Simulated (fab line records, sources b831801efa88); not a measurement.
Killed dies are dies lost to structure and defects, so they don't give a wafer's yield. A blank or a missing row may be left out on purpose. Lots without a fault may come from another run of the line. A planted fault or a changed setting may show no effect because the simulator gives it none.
Which tool did it? | flow gf180mcu | 13 lots, 39 wafers sampled, at 5 steps of a route of 602

WHAT THE GAUGES READ, wafer by wafer
GF_DUAL_GATE_THK_MEAS_03.
lot  | measured     | on            | DUAL_GATE_OXIDATION_00_THK (nm)
L278 | day 7 16:29  | film_metro-01 | 11.18 11.16 11.09
L279 | day 7 22:32  | film_metro-04 | 10.52 10.76 10.70
L281 | day 8 07:52  | film_metro-01 | 10.53 10.61 10.47
L282 | day 8 17:56  | film_metro-01 | 10.60 10.51 10.60
L283 | day 8 23:05  | film_metro-01 | 10.87 10.90 10.98
L284 | day 9 05:36  | film_metro-04 | 11.08 11.16 11.00
L285 | day 9 13:02  | film_metro-04 | 10.95 10.96 10.79
L287 | day 10 04:06 | film_metro-04 | 10.63 10.67 10.82
L288 | day 10 12:30 | film_metro-02 | 10.74 10.64 10.59
L290 | day 11 01:20 | film_metro-02 | 11.19 10.86 11.02
L291 | day 11 07:05 | film_metro-01 | 11.51 11.63 11.57
L292 | day 11 13:59 | film_metro-04 | 10.97 11.15 11.13
L293 | day 11 19:35 | film_metro-01 | 10.78 10.86 10.64

GF_DUAL_GATE_OVL_MEAS_11.
lot  | measured     | on         | DUAL_GATE_OVL (nm)
L278 | day 8 07:37  | overlay-02 | 0.5 2.6 2.0
L279 | day 8 14:51  | overlay-02 | -0.5 2.6 1.2
L281 | day 8 23:56  | overlay-01 | 2.4 1.3 1.1
L282 | day 9 11:03  | overlay-01 | -0.2 -0.1 0.9
L283 | day 9 16:00  | overlay-01 | 1.0 0.0 1.7
L284 | day 9 23:11  | overlay-01 | -0.3 0.5 0.4
L285 | day 10 06:47 | overlay-01 | 0.0 -1.0 -0.4
L287 | day 10 22:20 | overlay-01 | 1.3 0.5 1.9
L288 | day 11 06:23 | overlay-01 | 1.0 -0.3 -0.4
L290 | day 11 19:32 | overlay-02 | -2.7 -2.8 -1.7
L291 | day 12 01:26 | overlay-01 | 1.9 3.1 2.9
L292 | day 12 09:17 | overlay-01 | -0.1 -1.0 -0.7
L293 | day 12 14:53 | overlay-02 | -0.2 1.4 0.9

GF_PSD_CD_MEAS_07: target cd 400 nm.
lot  | measured     | on        | cd_nm (nm)
L278 | day 14 03:03 | cd_sem-02 | 404.6 401.0 404.7
L279 | day 14 13:00 | cd_sem-01 | 398.7 399.0 397.1
L281 | day 14 21:04 | cd_sem-01 | 397.6 398.0 397.1
L282 | day 15 11:36 | cd_sem-01 | 401.2 400.4 401.0
L283 | day 15 18:23 | cd_sem-01 | 402.0 400.0 403.8
L284 | day 16 04:32 | cd_sem-02 | 395.2 396.2 397.7
L285 | day 16 14:59 | cd_sem-01 | 403.0 399.7 398.6
L287 | day 17 08:14 | cd_sem-01 | 395.4 395.7 397.6
L288 | day 17 22:34 | cd_sem-02 | 399.3 399.2 402.6
L290 | day 18 09:55 | cd_sem-01 | 401.7 398.9 399.3
L291 | day 18 18:44 | cd_sem-01 | 396.9 395.4 397.6
L292 | day 19 04:46 | cd_sem-01 | 400.8 400.6 398.8
L293 | day 19 16:08 | cd_sem-01 | 323.5 320.4 324.1

GF_SAB_CD_MEAS_09: target cd 420 nm.
lot  | measured     | on        | cd_nm (nm)
L278 | day 15 00:41 | cd_sem-02 | 421.3 421.1 420.5
L279 | day 15 10:44 | cd_sem-01 | 418.7 417.6 416.2
L281 | day 15 18:55 | cd_sem-02 | 418.4 418.7 420.4
L282 | day 16 09:53 | cd_sem-01 | 420.1 419.5 423.7
L283 | day 16 17:30 | cd_sem-01 | 419.5 423.2 421.6
L284 | day 17 04:03 | cd_sem-02 | 416.9 418.0 416.9
L285 | day 17 14:22 | cd_sem-01 | 419.4 417.6 419.0
L287 | day 18 08:05 | cd_sem-02 | 420.8 419.9 420.2
L288 | day 18 23:02 | cd_sem-02 | 415.6 415.3 415.2
L290 | day 19 10:01 | cd_sem-01 | 418.4 417.7 419.5
L291 | day 19 18:40 | cd_sem-02 | 419.1 420.0 420.9
L292 | day 20 05:49 | cd_sem-02 | 420.5 418.6 421.0
L293 | day 20 17:08 | cd_sem-01 | 422.0 424.0 419.5

WHICH TOOL RAN EACH LOT (tool, then ch and the chambers of the sampled wafers, then the start)
lot  | GF_PSD_EXPOSE_04
L278 | iline_stepper-02 ch 0, day 13 17:05
L279 | iline_stepper-02 ch 0, day 14 03:03
L281 | iline_stepper-01 ch 0, day 14 11:16
L282 | iline_stepper-02 ch 0, day 15 01:14
L283 | iline_stepper-01 ch 0, day 15 07:48
L284 | iline_stepper-02 ch 0, day 15 17:36
L285 | iline_stepper-01 ch 0, day 16 03:58
L287 | iline_stepper-02 ch 0, day 16 21:04
L288 | iline_stepper-02 ch 0, day 17 11:02
L290 | iline_stepper-02 ch 0, day 17 22:05
L291 | iline_stepper-02 ch 0, day 18 07:08
L292 | iline_stepper-01 ch 0, day 18 16:45
L293 | iline_stepper-02 ch 0, day 19 04:37
- GF_PSD_EXPOSE_04: exposes mask Pplus, target cd 400 nm.

WHAT THE TOOLS THEMSELVES READ (means of the sampled wafers that have a number; where no wafer has one, the mark that the record gives instead)
GF_PSD_EXPOSE_04.
lot  | tool             | exposure_dose_mJ_cm2
L278 | iline_stepper-02 | 139.95
L279 | iline_stepper-02 | 139.97
L281 | iline_stepper-01 | 139.87
L282 | iline_stepper-02 | 139.99
L283 | iline_stepper-01 | 139.98
L284 | iline_stepper-02 | 139.76
L285 | iline_stepper-01 | 139.99
L287 | iline_stepper-02 | 140.10
L288 | iline_stepper-02 | 140.09
L290 | iline_stepper-02 | 140.00
L291 | iline_stepper-02 | 139.95
L292 | iline_stepper-01 | 139.96
L293 | iline_stepper-02 | 139.72

THE ANSWER, worked out from the rows above alone
Rule: what is usual is taken from the lots themselves. Put in order of their means at a reading, lots are off if they are a third of the lots or fewer, leave a main group of 4 or more, and stand apart from it by a gap of 3 or more times the standard deviation of the main group's means; of several such gaps the widest counts. A main group whose means are all the same, to the digits that the tables above print for the reading, isn't used. A lot without any number at a reading at which 4 lots or more have one is off too. The other lots that the step has rows for count as sound. The gauges are gone through in route order, then the tools' own readings, and for those a lot's mean is taken as printed above. The first step at which some lot is off is used, and at that step the reading that is off furthest; a lot without a number counts as furthest.
Off: L293, at GF_PSD_CD_MEAS_07 (cd_nm). The main group: mean 399.3 nm, standard deviation 2.2.
A tool fits if, at a process step before that reading, it ran every lot that is off, and no sound lot after the first of them. The gauges at GF_PSD_CD_MEAS_07 are tried like those tools. Can't be told from this: 2 tools fit, iline_stepper-02 at GF_PSD_EXPOSE_04, cd_sem-01 at GF_PSD_CD_MEAS_07.

WHAT THE SIMULATOR HAD PUT IN
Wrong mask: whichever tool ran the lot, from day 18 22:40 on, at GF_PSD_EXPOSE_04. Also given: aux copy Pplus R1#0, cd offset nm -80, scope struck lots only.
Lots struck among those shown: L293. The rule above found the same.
